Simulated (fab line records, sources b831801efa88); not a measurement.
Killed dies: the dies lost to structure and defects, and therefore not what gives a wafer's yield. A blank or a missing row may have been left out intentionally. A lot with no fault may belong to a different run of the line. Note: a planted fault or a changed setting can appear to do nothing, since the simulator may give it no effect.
2 desks looking at one fault :: flow gf180mcu :: only its own numbers are on each desk; what lay behind them is given at the end

## THE METROLOGY DESK
Lot by lot, what the gauges showed, no matter which tool ran the lot: averages of those sampled wafers that carry a number. The brackets show how far a lot's mean lies from the usual mean; more than 4 standard deviations puts the lot out of limits, marked OUT.
Columns: A = V1_OVL at GF_V1_OVL_MEAS_15, usual -2 nm; B = V1_W_RS at GF_V1_RS_MEAS_24, usual 0.329 ohm/sq; C = V1_W_THK at GF_V1_THK_MEAS_25, usual 332 nm
lot: L947
first seen here: day 18 03:58
A: -4
B: 0.325
C: 331

lot: L950
first seen here: day 19 22:08
A: 0
B: 0.332
C: 330

lot: L960
first seen here: day 23 01:50
A: 12
B: 0.333
C: 330

lot: L962
first seen here: day 23 22:35
A: 1
B: 0.327
C: 336

lot: L963
first seen here: day 24 01:23
A: -5
B: 0.330
C: 333

lot: L965
first seen here: day 24 14:32
A: -3
B: 0.327
C: 333
Result from this desk: across the 6 lots, nothing is out of limits.

## FOR THE TOOL OWNER'S DESK: pvdSputter-03
The tool's own readings at GF_M2_SPUTTER_00 (material Ti, target thk 37.5 nm, time 150 s): means of the sampled wafers that have a number, for each lot that ran on this tool. The brackets show how far a lot's mean lies from the usual mean; more than 4 standard deviations puts the lot out of limits, marked OUT.
Columns: A = chamberPressurePa at GF_M2_SPUTTER_00, usual 2.000 Pa; B = throttleValvePct at GF_M2_SPUTTER_00, usual 29.7 %
lot: L947
first seen here: day 18 05:50
A: 2.000
B: 29.9

lot: L960
first seen here: day 23 03:22
A: 2.200 (+50) OUT
B: 28.9

lot: L962
first seen here: day 23 23:59
A: 2.203 (+51) OUT
B: 28.6
This desk's finding: out of limits on L960, L962; first on L960, day 23 03:22 (chamberPressurePa at GF_M2_SPUTTER_00). L947 stayed within limits.

## TAKEN TOGETHER
On L960, L962, at day 23 03:22, an alarm was possible from the tool owner's desk.
Nothing out of limits was seen by the metrology desk.
The metrology desk has L960, L962 on record, within its limits.
On pvdSputter-03, each named lot ran GF_M2_SPUTTER_00.

## WHAT THE SIMULATOR PUT IN
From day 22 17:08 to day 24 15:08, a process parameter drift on pvdSputter-03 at GF_M2_SPUTTER_00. Setting chamberPressurePa shifted by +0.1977 from 2. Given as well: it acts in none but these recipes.
Shown lots that were struck: L960, L962.
Delay in hours, fault start to first out-of-limits reading, by desk: the tool owner's desk at 10.
